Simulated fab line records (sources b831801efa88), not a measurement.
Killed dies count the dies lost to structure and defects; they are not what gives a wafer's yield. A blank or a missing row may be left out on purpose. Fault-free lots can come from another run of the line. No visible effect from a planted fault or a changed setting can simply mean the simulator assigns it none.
fab line records	flow gf180mcu
[record] lots = 5	wafers = 27
route steps=602 shown STI@4 DUAL_GATE@156 NSD@241 M2@366 V2@403 V3@431 MIM@512 TOP_METAL@568
startH: the number of hours between the record's first day and the start of the first shown wafer of the lot	waitH: hours from the lot's prior step to this one	" repeats the value in the row above	L1.1+2: several wafers, shown together as one row	- no value, or no start was given	* or withheld: withheld	< > ~ a bound
route shown NAME@n: NAME is a module with steps in the file, n the number in the route of the first one	usual: the fault-free wafers' mean and standard deviation	same: alike in all rows	chamber/n: place in a boat	sites: readings site by site	_std_site: the values' standard deviation	_edge_site: outer sites' mean less inner sites'	radiusMm: how far each site lies from the wafer's centre	mask NAME#n: copy n	behind: tool/chamber where the wafer was last shaped	hold: why the lot went on hold/how many hours it stayed there/how the hold came to an end	device: the n, p or np transistor that did not switch	end of line: the route-end tests of the same wafers	where a step has no rows: the recipe by itself	killed: dies that structure and defects cost at the first sort, which is not the same as the wafer's yield	map: per-die view of a wafer (x killed, . not killed, _ where there is no die)
set.NAME: the setting the step ran with; set.NAME@STEP: the setting that earlier step ran with	model.NAME: the simulator's own value behind a step, which no gauge read
lots whose settings were changed on purpose; a table a step, a row a wafer
[[steps]]
[step GF_STI_CVD_03]
[recipe] material = Si3N4	precursor = DCS/NH3	targetThkNm = 207.16	tempC = 770	timeS = 3551	pressureMtorr = 250
lot.wafer	tool	chamber	startH	waitH	set.timeS	model.Si3N4_of_STI_CVD_03.thkNm
L077.1	-	-	-	0.3	4519	261.5
L077.2	"	-	"	"	4519	263.9
L077.3	"	-	"	"	4519	262.1
L077.4	"	-	"	"	4519	262.5
L077.5	"	-	"	"	4519	260.4
L077.6	"	-	"	"	4519	262.2
L079.3	lpcvd-02	0	38.08	0.0	3551	204.7
L079.4	"	0	"	"	3551	202.7
L079.6	"	0	"	"	3551	202.8
L083.1	-	-	-	0.1	3551	201.3
L083.2	"	-	"	"	3551	202.3
L083.3	"	-	"	"	3551	203.6
L083.4	"	-	"	"	3551	203.8
L083.5	"	-	"	"	3551	202.8
L083.6	"	-	"	"	3551	202.1
L084.1+2	-	-	-	0.1	3551	206.3
L084.3+6	"	-	"	"	3551	205
L084.4	"	-	"	"	3551	205.5
L084.5	"	-	"	"	3551	205.9
L085.1	-	-	-	0.1	1557	92.59
L085.2	"	-	"	"	1557	93.2
L085.3	"	-	"	"	1557	92.25
L085.4	"	-	"	"	1557	91.84
L085.5	"	-	"	"	1557	91.1
L085.6	"	-	"	"	1557	91.98
[step GF_STI_THK_MEAS_04]
[recipe] reads = Si3N4_of_STI_CVD_03
[usual] STI_CVD_03_THK = 205.4/2
lot.wafer	tool	chamber	startH	waitH	set.timeS@STI_CVD_03	STI_CVD_03_THK[nm]
L077.1	filmMetro-03	-	-	-	4519	261.6
L077.2	"	-	"	"	4519	264.1
L077.3	"	-	"	"	4519	262.0
L077.4	"	-	"	"	4519	262.3
L077.5	"	-	"	"	4519	260.2
L077.6	"	-	"	"	4519	262.0
L079.3	filmMetro-03	-	40.08	0.0	3551	204.8
L079.4	"	-	"	"	3551	202.7
L079.6	"	-	"	"	3551	202.7
L083.1	filmMetro-01	-	-	-	3551	201.2
L083.2	"	-	"	"	3551	202.3
L083.3	"	-	"	"	3551	203.6
L083.4	"	-	"	"	3551	203.9
L083.5	"	-	"	"	3551	202.8
L083.6	"	-	"	"	3551	201.9
L084.1	filmMetro-03	-	-	-	3551	206.3
L084.2	"	-	"	"	3551	206.4
L084.3	"	-	"	"	3551	205.2
L084.4	"	-	"	"	3551	205.3
L084.5	"	-	"	"	3551	205.9
L084.6	"	-	"	"	3551	205.1
L085.1	filmMetro-01	-	-	-	1557	92.6
L085.2	"	-	"	"	1557	93.2
L085.3	"	-	"	"	1557	92.2
L085.4	"	-	"	"	1557	91.8
L085.5	"	-	"	"	1557	91.2
L085.6	"	-	"	"	1557	91.9
[step GF_STI_DEHYDRATE_05]
[recipe] tempC = 200	timeS = 60
[step GF_STI_HMDS_06]
[recipe] primeTimeS = 60	primeTempC = 120
[step GF_STI_DEVELOP_11]
[recipe] developTimeS = 60	devTempC = 21
[step GF_STI_ETCH_13]
[recipe] chemistry = CHF3/O2	stopOn = Si	overEtchFrac = 0.3	targetDepthA = 2823.1	sourceW = 600	biasW = 200	pressureMtorr = 40	chf3FlowSccm = 50	O2_flow_sccm = 5	timeS = 112.9
[usual] oesProductAu = 0.829/0.0058
lot.wafer	tool	chamber	startH	waitH	set.timeS@STI_CVD_03	oesProductAu	model.etch.depthNm
L077.1	rieDiel-02	0	40.56	0.1	4519	0.951	-
L077.2	"	2	"	"	4519	0.960	-
L077.3	"	1	"	"	4519	0.955	-
L077.4	"	3	"	"	4519	0.950	-
L077.5	"	3	"	"	4519	0.953	-
L077.6	"	2	"	"	4519	0.960	262.2
L079.3	rieDiel-02	1	52.21	0.1	3551	0.831	204.7
L079.4	"	2	"	"	3551	0.822	202.7
L079.6	"	1	"	"	3551	0.821	202.8
L083.1	rieDiel-02	2	71.91	0.1	3551	0.824	-
L083.2	"	3	"	"	3551	0.824	-
L083.3	"	0	"	"	3551	0.830	-
L083.4	"	1	"	"	3551	0.827	203.8
L083.5	"	2	"	"	3551	0.829	-
L083.6	"	1	"	"	3551	0.821	-
L084.1	rieDiel-02	1	76.90	0.1	3551	0.833	-
L084.2	"	0	"	"	3551	0.830	-
L084.3	"	3	"	"	3551	0.827	-
L084.4	"	2	"	"	3551	0.830	205.5
L084.5	"	0	"	"	3551	0.823	-
L084.6	"	3	"	"	3551	0.825	205
L085.1	rieDiel-02	1	81.91	0.1	1557	0.586	-
L085.2	"	2	"	"	1557	0.582	-
L085.3	"	0	"	"	1557	0.566	92.25
L085.4	"	3	"	"	1557	0.572	-
L085.5	"	1	"	"	1557	0.580	91.1
L085.6	"	0	"	"	1557	0.582	91.98
[step GF_STI_WET_ETCH_17]
[recipe] chemistry = H3PO4	targetDepthNm = 45	tempC = 160	target = Si3N4	timeS = 514
lot.wafer	tool	chamber	startH	waitH	set.timeS	set.timeS@STI_CVD_03	model.Si3N4_of_STI_CVD_03.thkNm
L077.1	-	-	-	0.0	771.6	4519	194.6
L077.2	"	-	"	"	771.6	4519	196.8
L077.3	"	-	"	"	771.6	4519	195
L077.4	"	-	"	"	771.6	4519	195.3
L077.5	"	-	"	"	771.6	4519	193.5
L077.6	"	-	"	"	771.6	4519	194.9
L079.3	wetBench-03	3	52.48	0.0	514	3551	160.3
L079.4+6	"	3	"	"	514	3551	158.5
L083.1	-	-	-	0.0	207.9	3551	182.6
L083.2	"	-	"	"	207.9	3551	183.5
L083.3	"	-	"	"	207.9	3551	184.8
L083.4	"	-	"	"	207.9	3551	185.1
L083.5	"	-	"	"	207.9	3551	184.1
L083.6	"	-	"	"	207.9	3551	183.3
L084.1	-	-	-	0.0	514	3551	162.2
L084.2	"	-	"	"	514	3551	162.4
L084.3+6	"	-	"	"	514	3551	160.8
L084.4	"	-	"	"	514	3551	161.3
L084.5	"	-	"	"	514	3551	162
L085.1	-	-	-	0.0	273.5	1557	68.09
L085.2	"	-	"	"	273.5	1557	68.71
L085.3	"	-	"	"	273.5	1557	67.69
L085.4	"	-	"	"	273.5	1557	67.41
L085.5	"	-	"	"	273.5	1557	66.47
L085.6	"	-	"	"	273.5	1557	67.39
[step GF_DUAL_GATE_OXIDATION_15]
[recipe] tempC = 850	ambient = O2	stabiliseS = 600	purgeS = 300	targetThkA = 70.98	oxTimeS = 1995
lot.wafer	tool	chamber	startH	waitH	set.oxTimeS	model.SiO2_of_DUAL_GATE_OXIDATION_02.thkNm
L077.1	-	-	-	0.0	2412	15.24
L077.2	"	-	"	"	2412	15.42
L077.3+4	"	-	"	"	2412	15.43
L077.5	"	-	"	"	2412	15.22
L077.6	"	-	"	"	2412	15.17
L079.3	furnace-01	0	210.60	0.0	1995	14.47
L079.4	"	0	"	"	1995	14.29
L079.6	"	0	"	"	1995	14.45
L083.1+4+6	-	-	-	0.0	2813	16.2
L083.2	"	-	"	"	2813	16
L083.3	"	-	"	"	2813	16.12
L083.5	"	-	"	"	2813	16.16
L084.1	-	-	-	0.0	1303	13.34
L084.2	"	-	"	"	1303	13.13
L084.3	"	-	"	"	1303	13.29
L084.4+5	"	-	"	"	1303	13.2
L084.6	"	-	"	"	1303	13.28
L085.1	-	-	-	1.0	2378	15.32
L085.2	"	-	"	"	2378	15.38
L085.3	"	-	"	"	2378	15.42
L085.4	"	-	"	"	2378	15.43
L085.5	"	-	"	"	2378	15.41
L085.6	"	-	"	"	2378	15.26
[step GF_NSD_DEVELOP_06]
[recipe] developTimeS = 60	devTempC = 23
lot.wafer	tool	chamber	startH	waitH	set.developTimeS
L077.1+2+4	lithoTrack-04	0	320.41	0.1	60
L077.3+5+6	"	0	"	"	71.77
L079.3+4+6	lithoTrack-02	0	336.06	0.1	60
L083.1+2+3+4+5+6	lithoTrack-02	0	365.31	0.1	60
L084.1+2+3	lithoTrack-02	0	373.41	0.1	50.32
L084.4+5+6	"	0	"	"	60
L085.1+5+6	lithoTrack-02	0	388.46	0.1	80.69
L085.2+3+4	"	0	"	"	60
[step GF_NSD_CD_MEAS_07]
[recipe] targetCdNm = 400
[usual] cdNm = 398.4/2.3
lot.wafer	tool	chamber	startH	waitH	set.developTimeS@NSD_DEVELOP_06	cdNm
L077.1	cdSem-02	-	320.56	0.1	60	397.1
L077.2	"	-	"	"	60	397.1
L077.3	"	-	"	"	71.77	414.7
L077.4	"	-	"	"	60	397.9
L077.5	"	-	"	"	71.77	413.5
L077.6	"	-	"	"	71.77	414.0
L079.3	cdSem-02	-	336.24	0.2	60	402.5
L079.4	"	-	"	"	60	399.9
L079.6	"	-	"	"	60	399.6
L083.1	cdSem-02	-	365.46	0.1	60	394.7
L083.2	"	-	"	"	60	395.3
L083.3	"	-	"	"	60	394.2
L083.4	"	-	"	"	60	395.2
L083.5	"	-	"	"	60	393.0
L083.6	"	-	"	"	60	396.1
L084.1	cdSem-01	-	373.56	0.1	50.32	382.0
L084.2	"	-	"	"	50.32	382.6
L084.3	"	-	"	"	50.32	383.9
L084.4	"	-	"	"	60	401.3
L084.5	"	-	"	"	60	400.3
L084.6	"	-	"	"	60	402.7
L085.1	cdSem-02	-	388.61	0.1	80.69	427.4
L085.2	"	-	"	"	60	399.5
L085.3	"	-	"	"	60	399.7
L085.4	"	-	"	"	60	398.8
L085.5	"	-	"	"	80.69	425.2
L085.6	"	-	"	"	80.69	426.1
[step GF_M2_SPUTTER_04]
[recipe] material = TiN	targetThkNm = 50	powerW = 6500	timeS = 41.7	chamberPressurePa = 0.4
lot.wafer	tool	chamber	startH	waitH	set.timeS	model.TiN_of_M2_SPUTTER_04.thkNm
L077.1	pvdSputter-04	-	440.17	0.0	30.68	37.74
L077.2	"	-	"	"	41.7	50.26
L077.3	"	-	"	"	30.68	36.96
L077.4	"	-	"	"	30.68	36.94
L077.5	"	-	"	"	41.7	50.43
L077.6	"	-	"	"	41.7	50.16
L079.3	pvdSputter-02	-	461.04	0.0	41.7	49.06
L079.4	"	-	"	"	41.7	48.75
L079.6	"	-	"	"	41.7	48.59
L083.1	pvdSputter-02	-	490.67	0.0	29.5	34.77
L083.2	"	-	"	"	29.5	35.5
L083.3	"	-	"	"	29.5	35.38
L083.4	"	-	"	"	41.7	50.27
L083.5	"	-	"	"	41.7	49.81
L083.6	"	-	"	"	41.7	49.98
L084.1	pvdSputter-04	-	498.03	0.0	41.7	51.26
L084.2	"	-	"	"	41.7	51.63
L084.3	"	-	"	"	41.7	51.33
L084.4	"	-	"	"	41.7	51.71
L084.5	"	-	"	"	41.7	50.89
L084.6	"	-	"	"	41.7	51.62
L085.1	pvdSputter-03	-	515.23	0.0	41.7	49.78
L085.2	"	-	"	"	41.7	50.17
L085.3	"	-	"	"	41.7	49.28
L085.4	"	-	"	"	41.7	50.02
L085.5	"	-	"	"	41.7	49.76
L085.6	"	-	"	"	41.7	50.1
[step GF_V2_SPUTTER_21]
[recipe] material = Ti	targetThkNm = 15	chamberPressurePa = 5	powerW = 2500	substrateTempC = 200	timeS = 80.02
lot.wafer	tool	chamber	startH	waitH	set.timeS	model.Ti_of_V2_SPUTTER_21.thkNm
L077.1	pvdSputter-04	-	491.80	0.0	80.02	15.02
L077.2	"	-	"	"	108.8	20.53
L077.3	"	-	"	"	80.02	15.09
L077.4	"	-	"	"	108.8	20.33
L077.5	"	-	"	"	108.8	20.31
L077.6	"	-	"	"	80.02	15.07
L079.3	pvdSputter-04	-	510.80	0.0	80.02	15.21
L079.4	"	-	"	"	80.02	14.99
L079.6	"	-	"	"	80.02	15.11
L083.1	pvdSputter-01	-	538.51	0.0	80.02	14.77
L083.2	"	-	"	"	80.02	14.69
L083.3	"	-	"	"	80.02	15.01
L083.4	"	-	"	"	80.02	14.79
L083.5	"	-	"	"	80.02	14.74
L083.6	"	-	"	"	80.02	14.81
L084.1	pvdSputter-03	-	551.50	0.0	80.02	14.88
L084.2	"	-	"	"	80.02	15.07
L084.3+4	"	-	"	"	80.02	15.13
L084.5	"	-	"	"	80.02	15.1
L084.6	"	-	"	"	80.02	15.26
L085.1	pvdSputter-03	-	561.48	0.0	80.02	15.19
L085.2	"	-	"	"	80.02	15.08
L085.3	"	-	"	"	101	18.65
L085.4	"	-	"	"	101	18.9
L085.5	"	-	"	"	101	18.69
L085.6	"	-	"	"	80.02	15.07
[step GF_V3_CVD_02]
[recipe] material = SiO2	targetThkNm = 850	precursor = TEOS	tempC = 400	timeS = 94.851	rfW = 600
lot.wafer	tool	chamber	startH	waitH	set.timeS	model.SiO2_of_V3_CVD_02.thkNm
L077.1	pecvd-01	0	517.47	0.1	94.851	849.5
L077.2	"	1	"	"	69.97	634.9
L077.3	"	2	"	"	69.97	629.9
L077.4	"	2	"	"	94.851	872.3
L077.5	"	1	"	"	69.97	647.9
L077.6	"	0	"	"	94.851	864.7
L079.3	pecvd-03	1	535.05	0.0	94.851	829.2
L079.4	"	2	"	"	94.851	843.9
L079.6	"	1	"	"	94.851	848.4
L083.1	pecvd-04	0	562.53	0.1	120.7	1064
L083.2	"	2	"	"	120.7	1063
L083.3	"	1	"	"	94.851	854.4
L083.4	"	0	"	"	120.7	1082
L083.5	"	1	"	"	94.851	859.6
L083.6	"	2	"	"	94.851	852.7
L084.1	pecvd-04	2	575.42	0.1	94.851	841.6
L084.2	"	0	"	"	94.851	828.3
L084.3	"	1	"	"	94.851	840.9
L084.4	"	2	"	"	94.851	854.5
L084.5+6	"	1,0	"	"	94.851	857.9
L085.1	pecvd-01	0	585.84	0.1	94.851	846.8
L085.2	"	1	"	"	126.6	1141
L085.3	"	1	"	"	126.6	1158
L085.4	"	0	"	"	94.851	859
L085.5	"	1	"	"	126.6	1151
L085.6	"	0	"	"	94.851	862.7
[step GF_V3_THK_MEAS_03]
[recipe] reads = SiO2_of_V3_CVD_02
[usual] V3_CVD_02_THK = 848/12
lot.wafer	tool	chamber	startH	waitH	set.timeS@V3_CVD_02	V3_CVD_02_THK[nm]
L077.1	filmMetro-04	-	517.54	0.0	94.851	850
L077.2	"	-	"	"	69.97	635
L077.3	"	-	"	"	69.97	630
L077.4	"	-	"	"	94.851	873
L077.5	"	-	"	"	69.97	648
L077.6	"	-	"	"	94.851	865
L079.3	filmMetro-04	-	535.14	0.1	94.851	830
L079.4	"	-	"	"	94.851	845
L079.6	"	-	"	"	94.851	849
L083.1	filmMetro-04	-	562.60	0.0	120.7	1065
L083.2	"	-	"	"	120.7	1063
L083.3	"	-	"	"	94.851	854
L083.4	"	-	"	"	120.7	1081
L083.5	"	-	"	"	94.851	859
L083.6	"	-	"	"	94.851	853
L084.1	filmMetro-04	-	575.49	0.0	94.851	841
L084.2	"	-	"	"	94.851	829
L084.3	"	-	"	"	94.851	841
L084.4	"	-	"	"	94.851	855
L084.5	"	-	"	"	94.851	858
L084.6	"	-	"	"	94.851	857
L085.1	filmMetro-03	-	585.95	0.1	94.851	847
L085.2	"	-	"	"	126.6	1141
L085.3	"	-	"	"	126.6	1159
L085.4	"	-	"	"	94.851	859
L085.5	"	-	"	"	126.6	1151
L085.6	"	-	"	"	94.851	863
[step GF_V3_SPUTTER_21]
[recipe] material = Ti	targetThkNm = 15	chamberPressurePa = 5	powerW = 2500	substrateTempC = 200	timeS = 80.02
lot.wafer	tool	chamber	startH	waitH	set.timeS	model.Ti_of_V3_SPUTTER_21.thkNm
L077.1	pvdSputter-02	-	541.77	0.0	80.02	14.92
L077.2	"	-	"	"	43.74	8.002
L077.3	"	-	"	"	80.02	14.99
L077.4	"	-	"	"	43.74	8.303
L077.5	"	-	"	"	80.02	15.04
L077.6	"	-	"	"	43.74	8.258
L079.3	pvdSputter-03	-	559.18	0.0	80.02	14.86
L079.4	"	-	"	"	80.02	14.6
L079.6	"	-	"	"	80.02	14.61
L083.1	pvdSputter-02	-	586.50	0.0	80.02	14.8
L083.2+6	"	-	"	"	80.02	14.78
L083.3	"	-	"	"	80.02	14.86
L083.4	"	-	"	"	80.02	14.67
L083.5	"	-	"	"	80.02	14.79
L084.1	pvdSputter-03	-	597.72	0.0	80.02	14.76
L084.2	"	-	"	"	41.65	7.838
L084.3	"	-	"	"	41.65	7.735
L084.4	"	-	"	"	41.65	7.856
L084.5	"	-	"	"	80.02	14.78
L084.6	"	-	"	"	80.02	14.83
L085.1	pvdSputter-02	-	608.61	0.0	80.02	15.1
L085.2	"	-	"	"	93.15	17.38
L085.3	"	-	"	"	93.15	17.53
L085.4	"	-	"	"	80.02	14.85
L085.5	"	-	"	"	80.02	14.9
L085.6	"	-	"	"	93.15	17.25
[step GF_MIM_SPUTTER_09]
[recipe] material = TiN	targetThkNm = 35	powerW = 6500	timeS = 29.2	chamberPressurePa = 0.4
lot.wafer	tool	chamber	startH	waitH	set.timeS	model.TiN_of_MIM_SPUTTER_09.thkNm
L077.1	pvdSputter-04	-	589.99	0.0	45.6	55.03
L077.2	"	-	"	"	45.6	55.26
L077.3	"	-	"	"	29.2	35.09
L077.4	"	-	"	"	29.2	35.13
L077.5	"	-	"	"	45.6	55
L077.6	"	-	"	"	29.2	35.81
L079.3	pvdSputter-04	-	606.69	0.0	29.2	35.08
L079.4	"	-	"	"	29.2	35.12
L079.6	"	-	"	"	29.2	35.52
L083.1	pvdSputter-04	-	633.23	0.0	29.2	35.16
L083.2	"	-	"	"	14.34	17.15
L083.3	"	-	"	"	29.2	35.57
L083.4	"	-	"	"	29.2	35.21
L083.5	"	-	"	"	14.34	17.84
L083.6	"	-	"	"	14.34	16.99
L084.1	pvdSputter-01	-	643.56	0.0	24.68	29.12
L084.2	"	-	"	"	24.68	29.62
L084.3	"	-	"	"	29.2	34.81
L084.4	"	-	"	"	29.2	34.82
L084.5	"	-	"	"	24.68	29.32
L084.6	"	-	"	"	29.2	34.91
L085.1+2	pvdSputter-04	-	653.76	0.0	29.2	35.36
L085.3	"	-	"	"	29.2	35.05
L085.4	"	-	"	"	29.2	34.67
L085.5	"	-	"	"	29.2	35.17
L085.6	"	-	"	"	29.2	35.54
[step GF_MIM_THK_MEAS_11]
[recipe] thkMeasGauge = xrf	reads = AlCu_of_MIM_SPUTTER_08
[usual] MIM_ALCU_THK = 199.5/1.4
lot.wafer	tool	chamber	startH	waitH	set.timeS@MIM_SPUTTER_09	MIM_ALCU_THK[nm]
L077.1	filmMetro-02	-	590.14	0.1	45.6	193.2
L077.2	"	-	"	"	45.6	192.7
L077.3	"	-	"	"	29.2	199.0
L077.4	"	-	"	"	29.2	201.5
L077.5	"	-	"	"	45.6	191.6
L077.6	"	-	"	"	29.2	199.8
L079.3	filmMetro-03	-	606.86	0.1	29.2	202.0
L079.4	"	-	"	"	29.2	201.0
L079.6	"	-	"	"	29.2	201.5
L083.1	filmMetro-03	-	633.38	0.1	29.2	199.6
L083.2	"	-	"	"	14.34	209.0
L083.3	"	-	"	"	29.2	200.4
L083.4	"	-	"	"	29.2	200.3
L083.5	"	-	"	"	14.34	206.5
L083.6	"	-	"	"	14.34	208.8
L084.1	filmMetro-02	-	643.71	0.1	24.68	201.9
L084.2	"	-	"	"	24.68	202.2
L084.3	"	-	"	"	29.2	199.4
L084.4	"	-	"	"	29.2	198.8
L084.5	"	-	"	"	24.68	201.5
L084.6	"	-	"	"	29.2	199.8
L085.1	filmMetro-02	-	653.91	0.1	29.2	198.6
L085.2	"	-	"	"	29.2	199.3
L085.3	"	-	"	"	29.2	200.5
L085.4	"	-	"	"	29.2	199.5
L085.5	"	-	"	"	29.2	199.8
L085.6	"	-	"	"	29.2	198.9
[step GF_MIM_DEHYDRATE_12]
[recipe] tempC = 200	timeS = 60
[step GF_MIM_HMDS_13]
[recipe] primeTimeS = 60	primeTempC = 120
[step GF_MIM_PEB_17]
[recipe] tempC = withheld	timeS = *	resist = NOVOLAK
[step GF_MIM_DEVELOP_18]
[recipe] developTimeS = 60	devTempC = 23
[step GF_MIM_METAL_ETCH_19]
[recipe] chemistry = Cl2/BCl3	maskMaterial = NOVOLAK	stopOn = Si3N4	targetDepthNm = 324.5	pressureMtorr = 8	icpW = 800	biasW = 140	Cl2_flow_sccm = 80	bcl3FlowSccm = 40	timeS = 54.1
[usual] oesProductAu = 0.941/0.0048
lot.wafer	tool	chamber	startH	waitH	set.timeS@MIM_SPUTTER_09	oesProductAu
L077.1	rieMetal-03	0	610.76	0.1	45.6	0.985
L077.2	"	0	"	"	45.6	0.979
L077.3	"	0	"	"	29.2	0.940
L077.4	"	0	"	"	29.2	0.946
L077.5	"	0	"	"	45.6	0.971
L077.6	"	0	"	"	29.2	0.944
L079.3	rieMetal-04	0	627.93	0.1	29.2	0.947
L079.4	"	0	"	"	29.2	0.942
L079.6	"	0	"	"	29.2	0.940
L083.1	rieMetal-04	1	653.26	0.1	29.2	0.944
L083.2	"	0	"	"	14.34	0.919
L083.3	"	1	"	"	29.2	0.942
L083.4	"	0	"	"	29.2	0.943
L083.5	"	0	"	"	14.34	0.905
L083.6	"	1	"	"	14.34	0.905
L084.1	rieMetal-02	1	663.53	0.1	24.68	0.933
L084.2	"	0	"	"	24.68	0.936
L084.3	"	1	"	"	29.2	0.941
L084.4	"	0	"	"	29.2	0.942
L084.5	"	1	"	"	24.68	0.932
L084.6	"	0	"	"	29.2	0.941
L085.1	rieMetal-02	1	672.91	0.1	29.2	0.942
L085.2	"	0	"	"	29.2	0.933
L085.3	"	1	"	"	29.2	0.944
L085.4	"	0	"	"	29.2	0.939
L085.5	"	1	"	"	29.2	0.933
L085.6	"	0	"	"	29.2	0.941
[step GF_TOP_METAL_SPUTTER_01]
[recipe] material = TiN	targetThkNm = 30	powerW = 6500	timeS = 25	chamberPressurePa = 0.4
lot.wafer	tool	chamber	startH	waitH	set.timeS	model.TiN_of_TOP_METAL_SPUTTER_01.thkNm
L077.1	pvdSputter-04	-	655.73	0.1	25	29.73
L077.2	"	-	"	"	25	29.78
L077.3	"	-	"	"	25	29.77
L077.4	"	-	"	"	25	29.8
L077.5	"	-	"	"	25	29.74
L077.6	"	-	"	"	25	29.68
L079.3	pvdSputter-04	-	671.62	0.1	25	29.98
L079.4	"	-	"	"	25	29.84
L079.6	"	-	"	"	25	29.9
L083.1	pvdSputter-04	-	695.90	0.1	25	30.2
L083.2	"	-	"	"	36.44	44.14
L083.3	"	-	"	"	36.44	43.83
L083.4+5	"	-	"	"	25	30.17
L083.6	"	-	"	"	36.44	44.11
L084.1	pvdSputter-03	-	704.86	0.1	30.11	36.27
L084.2	"	-	"	"	30.11	36.53
L084.3	"	-	"	"	30.11	36.29
L084.4	"	-	"	"	25	30.22
L084.5	"	-	"	"	25	30.17
L084.6	"	-	"	"	25	30.05
L085.1	pvdSputter-03	-	713.93	0.1	35.8	43.04
L085.2	"	-	"	"	35.8	43.34
L085.3	"	-	"	"	25	30.59
L085.4	"	-	"	"	35.8	43.19
L085.5	"	-	"	"	25	30.39
L085.6	"	-	"	"	25	30.31
[[key]]
[split] step = GF_STI_CVD_03	setting = timeS	stated = 3551	by = lot
[response] step = GF_STI_CVD_03	reading = model.Si3N4_of_STI_CVD_03.thkNm	change = +2.03	per = 1%	r = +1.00
[response] step = GF_STI_THK_MEAS_04	reading = STI_CVD_03_THK	change = +2.03	per = 1%	r = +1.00
[response] step = GF_STI_ETCH_13	reading = oesProductAu	change = +0.00449	per = 1%	r = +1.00
[response] step = GF_STI_ETCH_13	reading = model.etch.depthNm	change = +2.02	per = 1%	r = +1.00
[response] step = GF_STI_WET_ETCH_17	reading = model.Si3N4_of_STI_CVD_03.thkNm	change = +1.6	per = 1%	r = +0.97
[split] step = GF_STI_WET_ETCH_17	setting = timeS	stated = 514	by = lot
response none clear
[split] step = GF_DUAL_GATE_OXIDATION_15	setting = oxTimeS	stated = 1995	by = lot
[response] step = GF_DUAL_GATE_OXIDATION_15	reading = model.SiO2_of_DUAL_GATE_OXIDATION_02.thkNm	change = +0.0387	per = 1%	r = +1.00
[split] step = GF_NSD_DEVELOP_06	setting = developTimeS	stated = 60	by = wafer
[response] step = GF_NSD_CD_MEAS_07	reading = cdNm	change = +0.848	per = 1%	r = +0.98
[split] step = GF_M2_SPUTTER_04	setting = timeS	stated = 41.7	by = wafer
[response] step = GF_M2_SPUTTER_04	reading = model.TiN_of_M2_SPUTTER_04.thkNm	change = +0.501	per = 1%	r = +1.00
[split] step = GF_V2_SPUTTER_21	setting = timeS	stated = 80.02	by = wafer
[response] step = GF_V2_SPUTTER_21	reading = model.Ti_of_V2_SPUTTER_21.thkNm	change = +0.145	per = 1%	r = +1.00
[split] step = GF_V3_CVD_02	setting = timeS	stated = 94.851	by = wafer
[response] step = GF_V3_CVD_02	reading = model.SiO2_of_V3_CVD_02.thkNm	change = +8.45	per = 1%	r = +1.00
[response] step = GF_V3_THK_MEAS_03	reading = V3_CVD_02_THK	change = +8.46	per = 1%	r = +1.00
[split] step = GF_V3_SPUTTER_21	setting = timeS	stated = 80.02	by = wafer
[response] step = GF_V3_SPUTTER_21	reading = model.Ti_of_V3_SPUTTER_21.thkNm	change = +0.148	per = 1%	r = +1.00
[split] step = GF_MIM_SPUTTER_09	setting = timeS	stated = 29.2	by = wafer
[response] step = GF_MIM_SPUTTER_09	reading = model.TiN_of_MIM_SPUTTER_09.thkNm	change = +0.353	per = 1%	r = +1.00
[response] step = GF_MIM_THK_MEAS_11	reading = MIM_ALCU_THK	change = -0.145	per = 1%	r = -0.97
[response] step = GF_MIM_METAL_ETCH_19	reading = oesProductAu	change = +0.000635	per = 1%	r = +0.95
[split] step = GF_TOP_METAL_SPUTTER_01	setting = timeS	stated = 25	by = wafer
[response] step = GF_TOP_METAL_SPUTTER_01	reading = model.TiN_of_TOP_METAL_SPUTTER_01.thkNm	change = +0.3	per = 1%	r = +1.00
